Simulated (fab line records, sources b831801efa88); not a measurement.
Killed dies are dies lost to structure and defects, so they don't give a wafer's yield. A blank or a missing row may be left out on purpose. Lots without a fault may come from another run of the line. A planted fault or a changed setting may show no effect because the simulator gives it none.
Split-lot experiment | flow gf180mcu | 5 lots, 23 wafers read, on a route of 602 steps

THE SPLIT
At GF_MIM_DEVELOP_18 (develop time 60 s), the setting develop_time_s was moved away from the recipe's 60 s on 8 of the 23 wafers read, by -13.3% to +12.3%. The other wafers ran this setting at the recipe's value.

The file shows no step between the split and the reading.

THE READING
MIM.cd_nm (the simulator's own value, which no gauge read), in nm, at GF_MIM_METAL_ETCH_19 (etches the open film in Cl2/BCl3, stops on Si3N4, target depth 324.5 nm, time 54.1 s). The file gives no usual value for it. The 15 wafers here that ran the recipe average 2001 nm, standard deviation 1 nm.

wafer  | tool, chamber at the split | develop_time_s as run, s | against the recipe | MIM.cd_nm, nm | against lot-mates on the recipe
L074.1 | litho_track-02, 0          | 62.98                    | +5.0%              | 1996          | -3
L074.3 | litho_track-02, 0          | 62.98                    | +5.0%              | 1996          | -3
L074.2 | litho_track-02, 0          | 62.98                    | +5.0%              | 1992          | -7
L074.4 | litho_track-02, 0          | 60                       | recipe             | 1999          | -
L074.5 | litho_track-02, 0          | 60                       | recipe             | 1999          | -
L078.1 | litho_track-01, 0          | 52.01                    | -13.3%             | 2014          | +14
L078.6 | litho_track-01, 0          | 52.01                    | -13.3%             | 2014          | +14
L078.3 | litho_track-01, 0          | 60                       | recipe             | 2000          | -
L078.5 | litho_track-01, 0          | 60                       | recipe             | 2000          | -
L078.4 | litho_track-01, 0          | 52.01                    | -13.3%             | 2016          | +16
L082.1 | litho_track-02, 0          | 60                       | recipe             | 2002          | -
L082.5 | litho_track-02, 0          | 60                       | recipe             | 2002          | -
L082.3 | litho_track-02, 0          | 60                       | recipe             | 1999          | -
L082.4 | litho_track-02, 0          | 67.36                    | +12.3%             | 1992          | -9
L082.6 | litho_track-02, 0          | 67.36                    | +12.3%             | 1988          | -13
L084.1 | litho_track-02, 0          | 60                       | recipe             | 2000          | -
L084.3 | litho_track-02, 0          | 60                       | recipe             | 2001          | -
L084.4 | litho_track-02, 0          | 60                       | recipe             | 2001          | -
L084.5 | litho_track-02, 0          | 60                       | recipe             | 2001          | -
L084.6 | litho_track-02, 0          | 60                       | recipe             | 2002          | -
L085.3 | litho_track-01, 0          | 60                       | recipe             | 2001          | -
L085.5 | litho_track-01, 0          | 60                       | recipe             | 2001          | -
L085.6 | litho_track-01, 0          | 60                       | recipe             | 2000          | -

THE FIT
A straight line over all 23 wafers: MIM.cd_nm changes by -1 nm for each +1% of develop_time_s; r = -0.98; the points scatter about the line by 1.5 nm.
The same after taking each lot's own level away (the mean of its wafers on the recipe; 23 wafers): -1.01 nm for each +1%; r = -0.98; scatter 1.3 nm.
On that fit, the largest move of develop_time_s shifts the reading by 14 nm.
The lots' own levels span 1999.0 to 2001.0 nm, that is 2.0 times the standard deviation above.
So the lot-to-lot level changes the slope little: the two slopes agree.
Check: with one of the wafers moved furthest among these (-13.3%) left out of the fit, the line predicts +13.8 nm for it against its lot-mates. It came out at +14 nm against them.

OTHER SPLITS ON THESE WAFERS
These wafers also went through other splits before the reading. Each is held against what the fit with the lots' levels taken away leaves over:
other split on the same wafers        | wafers away from the commonest value | r with MIM.cd_nm (lot level and that fit taken away)
GF_V3_ETCH_16 bias_w                  | 7                                    | +0.18
GF_M4_PEB_12 peb_temp_c               | 8                                    | -0.14
GF_V4_CVD_00 sih4_flow_sccm           | 4                                    | +0.27
GF_V4_CMP_04 leave_above_ref_nm       | 7                                    | +0.07
GF_V4_EXPOSE_11 dose_mj               | 2                                    | +0.40
GF_MIM_SPUTTER_00 time_s              | 9                                    | -0.14
GF_MIM_SPUTTER_08 chamber_pressure_pa | 18                                   | -0.02

THE FILE'S OWN FIT
MIM.cd_nm changes by -1.01 nm for each +1% of develop_time_s, r = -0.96.
